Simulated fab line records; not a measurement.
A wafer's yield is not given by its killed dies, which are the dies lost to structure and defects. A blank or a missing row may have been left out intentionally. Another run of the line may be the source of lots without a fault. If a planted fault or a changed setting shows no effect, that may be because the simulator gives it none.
A lot that was struck, set against a sound lot ; flow sky130 ; 14 out of 708 route steps
Sound: the wafers L394.1, L394.3, L394.6. Wafers struck: L386.1, L386.3, L386.5. The cause is named last.
For every step that has rows: the tool of each side, followed by ch and its chambers, followed by its first start. Under that, the readings that differ: sound wafers ; struck wafers ; difference of the means ; sigmas: that difference in standard deviations of wafers without a fault.
alike: words and numbers the same on both sides, and readings whose means are apart by under 2 such deviations; not compared: readings that were withheld, readings missing a value for some wafer, numbers with overlapping values and no deviation given by the record, and bounds like >300 which may hide the same value.
The two part at a step that has a row with sigmas, a row that says differs or no value, or rows on one side only. Numbers that don't overlap but have no deviation are shown without sigmas and don't part them. A reading missing from all wafers of one side parts the sides only when that side holds two or more wafers.

first, 2 steps without rows for these wafers: SKY_VT_ADJUST_HVTP_PEB_05; SKY_VT_ADJUST_HVTP_DEVELOP_06 (develop time 60 s).
SKY_VT_ADJUST_HVTP_CD_MEAS_07: the cd target is 380 nm.
  sound: cdSem-01 at day 12 04:07; struck: cdSem-02 at day 10 00:19
  alike: cdNm
SKY_VT_ADJUST_HVTP_OVL_MEAS_08:
  sound: overlay-01 at day 12 04:14; struck: overlay-02 at day 10 00:26
  alike: VT_ADJUST_HVTP_OVL
then, 1 step without rows for these wafers: SKY_VT_ADJUST_HVTP_IMPLANT_09.
SKY_VT_ADJUST_HVTP_STRIP_10: strips in O2/N2.
  sound on plasmaAsher-02 ch 0, day 12 04:25; struck on plasmaAsher-03 ch 0,1, day 10 00:37
reading;sound;struck;difference;sigmas
drypumpMotorCurrentA (A);5.96 5.97 5.95;5.22 5.22 5.83;-0.54;-2
  alike: oesProductAu, stripTimeToEndpointS
  not compared: rfHoursCounterH
SKY_VT_ADJUST_HVTP_TW_MEAS_11:
  sound: filmMetro-04 at day 12 04:31; struck: filmMetro-04 at day 10 00:43
  alike: VT_ADJUST_HVTP_TW
then, 5 steps without rows for these wafers: SKY_VT_ADJUST_LVTN_DEHYDRATE_00 (time 60 s); SKY_VT_ADJUST_LVTN_HMDS_01 (prime time 60 s); SKY_VT_ADJUST_LVTN_COAT_02 (resist thk 3000 nm); SKY_VT_ADJUST_LVTN_SOFTBAKE_03; SKY_VT_ADJUST_LVTN_EXPOSE_04 (exposes mask NWM COMPLEMENT LESS NATIVE, target cd 840 nm).
SKY_VT_ADJUST_LVTN_PEB_05:
  struck on lithoTrack-04, day 10 23:00; sound on lithoTrack-03 ch 0, day 13 05:00
  no value came back on the struck wafers for chillPlateTempC (C), exhaustPa (Pa); on the sound wafers chillPlateTempC (C) reads 22.97 23.19 23.05
then, 1 step without rows for these wafers: SKY_VT_ADJUST_LVTN_DEVELOP_06 (develop time 60 s).

WHERE THEY PART
First at SKY_VT_ADJUST_HVTP_STRIP_10; last, within this record, at SKY_VT_ADJUST_LVTN_PEB_05.

WHY: what had been put in by the simulator
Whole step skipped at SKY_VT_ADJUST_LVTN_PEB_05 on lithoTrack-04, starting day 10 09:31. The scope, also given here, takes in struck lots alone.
